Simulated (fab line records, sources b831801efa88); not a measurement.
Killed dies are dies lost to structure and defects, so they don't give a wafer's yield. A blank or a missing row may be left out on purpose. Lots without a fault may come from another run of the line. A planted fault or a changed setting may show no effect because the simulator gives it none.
Which tool did it? | flow gf180mcu | 14 lots, 42 wafers sampled, at 3 steps of a route of 602

WHAT THE GAUGES READ, wafer by wafer
GF_STI_BOW_MEAS_00. Usual: INCOMING_BOW 0 um, standard deviation 5.9.
lot  | measured    | on            | INCOMING_BOW (um) | flag
L469 | day 1 10:00 | film_metro-02 | 5 2 6             |
L470 | day 1 15:00 | film_metro-02 | 4 3 0             |
L471 | day 1 20:00 | film_metro-02 | -7 1 -7           |
L472 | day 2 01:02 | film_metro-03 | 16 5 5            |
L473 | day 2 06:05 | film_metro-03 | 0 6 3             |
L480 | day 3 17:01 | film_metro-02 | 0 4 5             |
L481 | day 3 22:00 | film_metro-03 | 4 -6 3            |
L482 | day 4 03:04 | film_metro-03 | -10 -2 4          |
L483 | day 4 08:00 | film_metro-04 | -14 -7 5          |
L484 | day 4 13:00 | film_metro-04 | 1 0 2             |
L485 | day 4 18:04 | film_metro-02 | -3 0 -2           |
L486 | day 4 23:02 | film_metro-04 | 2 -8 3            |
L490 | day 5 19:00 | film_metro-02 | -8 -1 1           |
L492 | day 6 05:00 | film_metro-03 | 3 0 5             |

GF_STI_THK_MEAS_24. Usual: STI_CVD_23_THK 649 nm, standard deviation 6.6.
lot  | measured    | on            | STI_CVD_23_THK (nm) | flag
L469 | day 2 05:58 | film_metro-02 | 648 645 650         |
L470 | day 2 08:52 | film_metro-02 | 648 642 636         |
L471 | day 2 13:50 | film_metro-03 | 659 657 658         |
L472 | day 2 18:51 | film_metro-02 | 645 648 651         |
L473 | day 2 23:48 | film_metro-04 | 657 656 663         |
L480 | day 4 13:35 | film_metro-02 | 657 645 661         |
L481 | day 4 18:47 | film_metro-02 | 655 652 651         |
L482 | day 4 23:41 | film_metro-03 | 649 646 640         |
L483 | day 5 05:38 | film_metro-02 | 645 643 643         |
L484 | day 5 11:47 | film_metro-02 | 635 643 648         |
L485 | day 5 19:16 | film_metro-02 | 648 650 638         |
L486 | day 5 20:22 | film_metro-03 | 645 653 647         |
L490 | day 6 17:47 | film_metro-04 | 642 639 642         |
L492 | day 7 05:10 | film_metro-04 | 637 642 650         |

WHICH TOOL RAN EACH LOT (tool, then ch and the chambers of the sampled wafers, then the start)
lot  | GF_STI_ETCH_14
L469 | rie_si-02 ch 0,2,3, day 2 04:10
L470 | rie_si-02 ch 2,3, day 2 06:59
L471 | rie_si-02 ch 0,2,3, day 2 11:20
L472 | rie_si-02 ch 0,1,2, day 2 17:03
L473 | rie_si-02 ch 1,2,3, day 2 22:00
L480 | rie_si-02 ch 1,2, day 4 10:18
L481 | rie_si-01 ch 1,3, day 4 15:48
L482 | rie_si-02 ch 0,1,2, day 4 21:53
L483 | rie_si-02 ch 0,1,2, day 5 03:50
L484 | rie_si-02 ch 1,2, day 5 09:48
L485 | rie_si-02 ch 0,3, day 5 15:07
L486 | rie_si-01 ch 1,2, day 5 17:28
L490 | rie_si-01 ch 1,3, day 6 15:19
L492 | rie_si-01 ch 0,1,3, day 7 03:22
- GF_STI_ETCH_14: etches Si in HBr/Cl2/O2, target depth 360 nm, time 102.9 s.

WHAT THE TOOLS THEMSELVES READ (means of the sampled wafers that have a number; where no wafer has one, the mark that the record gives instead)
GF_STI_ETCH_14. Usual: drypump_motor_current_A 5.8 A, standard deviation 0.49; oes_product_au 1.001 a.u., standard deviation 0.008; throttle_valve_pct 25.656 %, standard deviation 0.01.
lot  | tool      | drypump_motor_current_A (A) | oes_product_au (a.u.) | throttle_valve_pct (%) | flag
L469 | rie_si-02 | 5.6                         | 1.003                 | 25.660                 |
L470 | rie_si-02 | 5.5                         | 0.993                 | 25.659                 |
L471 | rie_si-02 | 5.6                         | 0.995                 | 25.653                 |
L472 | rie_si-02 | 6.1                         | 1.004                 | 25.660                 |
L473 | rie_si-02 | 6.0                         | 0.999                 | 25.655                 |
L480 | rie_si-02 | 6.5                         | 0.996                 | 25.656                 |
L481 | rie_si-01 | 5.8                         | 1.003                 | 25.651                 |
L482 | rie_si-02 | 6.2                         | 1.003                 | 25.649                 |
L483 | rie_si-02 | 6.2                         | 0.999                 | 25.662                 |
L484 | rie_si-02 | 6.4                         | 0.999                 | 25.654                 |
L485 | rie_si-02 | 5.4                         | 0.992                 | 25.656                 |
L486 | rie_si-01 | 5.6                         | 1.001                 | 25.662                 |
L490 | rie_si-01 | 5.8                         | 1.000                 | 25.666                 |
L492 | rie_si-01 | 5.6                         | 1.007                 | 25.658                 |

THE ANSWER, worked out from the rows above alone
Rule: a lot is off if the mean of its wafers that have a number lies more than 3 standard deviations from the usual mean. A lot without any number at a reading at which 4 lots or more have one is off too. The other lots that the step has rows for count as sound. The gauges are gone through in route order, then the tools' own readings, and for those a lot's mean is taken as printed above. The first step at which some lot is off is used, and at that step the reading that is off furthest; a lot without a number counts as furthest.
No lot is off at any reading shown: from this, nothing can be told.

WHAT THE SIMULATOR HAD PUT IN
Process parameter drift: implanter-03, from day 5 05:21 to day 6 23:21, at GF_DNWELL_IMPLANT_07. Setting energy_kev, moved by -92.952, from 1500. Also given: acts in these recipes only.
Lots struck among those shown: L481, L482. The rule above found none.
